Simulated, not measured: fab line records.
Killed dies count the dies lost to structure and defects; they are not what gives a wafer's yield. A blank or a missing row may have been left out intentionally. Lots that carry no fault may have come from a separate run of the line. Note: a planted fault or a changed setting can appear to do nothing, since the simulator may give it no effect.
Struck lot and sound lot, side by side / flow sky130 / 15 steps out of a route of 708
Sound: wafers L625.1, L625.5, L625.6. Struck: wafer L617.1. (L617.4, L617.6 of the same lot were not struck and are left out.) The cause comes at the end.
At each step with rows: each side's tool, then ch and its chambers, then its first start. Under that, the readings that differ: sound wafers / struck wafers / difference of the means / sigmas: that difference in standard deviations of wafers without a fault.
alike: a reading whose means differ by less than 2 such deviations, as well as words and numbers matching on both sides. not compared: withheld readings; readings where some wafer has no value; bounds like >300 that might hide an equal value; numbers whose values overlap and for which the record gives no deviation.
Wherever a step has rows on one side only, a row that says differs or no value, or a row with sigmas, the two part there. Numbers that have no deviation but don't overlap get no sigmas and don't part them. Lack of a reading on every wafer of one side parts them only where that side has two or more wafers.

first, 6 steps without rows for these wafers: SKY_VIA3_ETCH_14 (etches BARC in N2/H2, stops on SiO2, time 45.9 s, target depth 60 nm); SKY_VIA3_ETCH_15 (etches SiO2 in C4F8/O2/Ar, stops on TiN, target depth 507 nm, time 78 s); SKY_VIA3_STRIP_16 (strips in O2/N2); SKY_VIA3_STRIP_17 (strips in post etch residue remover, time 1200 s); SKY_VIA3_CLEAN_18 (cleans in IPA, time 180 s); SKY_VIA3_CLEAN_19 (cleans in O3/DIW).
SKY_VIA3_SPUTTER_20: material TiN, target thk 20 nm, time 80 s.
  sound: pvd-sputter-01 at day 44 16:29; struck: pvd-sputter-02 at day 42 07:25
  alike: throttle-valve-pct
SKY_VIA3_CVD_21: deposits W, target thk 390 nm, time 117.31 s.
  sound on cvd-w-02 ch 0,1, day 44 16:32; struck on cvd-w-02 ch 0, day 42 07:28
  alike: heater-power-w
SKY_VIA3_RS_MEAS_22: a four-point-probe measurement.
  sound: film-metro-02 at day 44 16:40; struck: film-metro-02 at day 42 07:35
reading=VIA3_W_RS (ohm/sq); sound=0.2949 0.2985 0.2922; struck=0.2892; difference=-0.0060; sigmas=-2
SKY_VIA3_THK_MEAS_23: measures by xrf.
  sound: film-metro-02 at day 44 16:47; struck: film-metro-02 at day 42 07:43
  alike: VIA3_W_THK
SKY_VIA3_CMP_24: polishes, stops on SiO2, t overpolish 20 s, target thk 0 nm.
  sound on cmp-01 ch 0,2,3, day 44 17:16; struck on cmp-02 ch 3, day 42 07:56
reading=overpolish-run-s (s); sound=20.019 20.007 20.008; struck=19.990; difference=-0.021; sigmas=-3
  alike: motor-current-A, time-to-endpoint-s
SKY_METAL4_SPUTTER_00: material Ti, target thk 15 nm, time 10 s.
  sound: pvd-sputter-02 at day 44 17:28; struck: pvd-sputter-03 at day 42 08:11
  alike: throttle-valve-pct
SKY_METAL4_SPUTTER_01: material TiN, target thk 20 nm, time 16.7 s.
  sound: pvd-sputter-02 at day 44 17:29; struck: pvd-sputter-03 at day 42 08:13
reading=model.TiN_of_METAL4_SPUTTER_01.thk-nm (nm); sound=20.2 20 20.09; struck=29.22; difference=+9.12; sigmas=
  alike: throttle-valve-pct
SKY_METAL4_SPUTTER_02: material AlCu, target thk 735 nm, time 39.1 s.
  sound: pvd-sputter-02 at day 44 17:31; struck: pvd-sputter-03 at day 42 08:14
  alike: throttle-valve-pct
-- the record jumps here: 6 days lie between the struck wafers' starts before and after (it left off in module METAL4 and takes up again in module PAD_OPEN, whose first step shown is number 708 of the route) --
SKY_PAD_OPEN_PROBE_99:
  sound: prober-01 at day 50 01:38; struck: prober-01 at day 48 03:26
  alike: defect-limited-yield, killed_at_M0_to_M3, killed_at_M4_up, killed-at-contacts, killed-at-front-end, killed-at-other, killed-dies, killed-on-rim, killed-open, killed-short, sort_bin_3_pad_short, sort_bin_5_function, sort_bin_6_memory, sort-n-pass, sort-yield-pct

WHERE THEY PART
Earliest at SKY_VIA3_RS_MEAS_22; latest, in this record, at SKY_VIA3_CMP_24. Later steps at which nothing parts them and some readings are alike: SKY_METAL4_SPUTTER_00, SKY_METAL4_SPUTTER_01, SKY_METAL4_SPUTTER_02, SKY_PAD_OPEN_PROBE_99.

WHY: what the simulator had put in
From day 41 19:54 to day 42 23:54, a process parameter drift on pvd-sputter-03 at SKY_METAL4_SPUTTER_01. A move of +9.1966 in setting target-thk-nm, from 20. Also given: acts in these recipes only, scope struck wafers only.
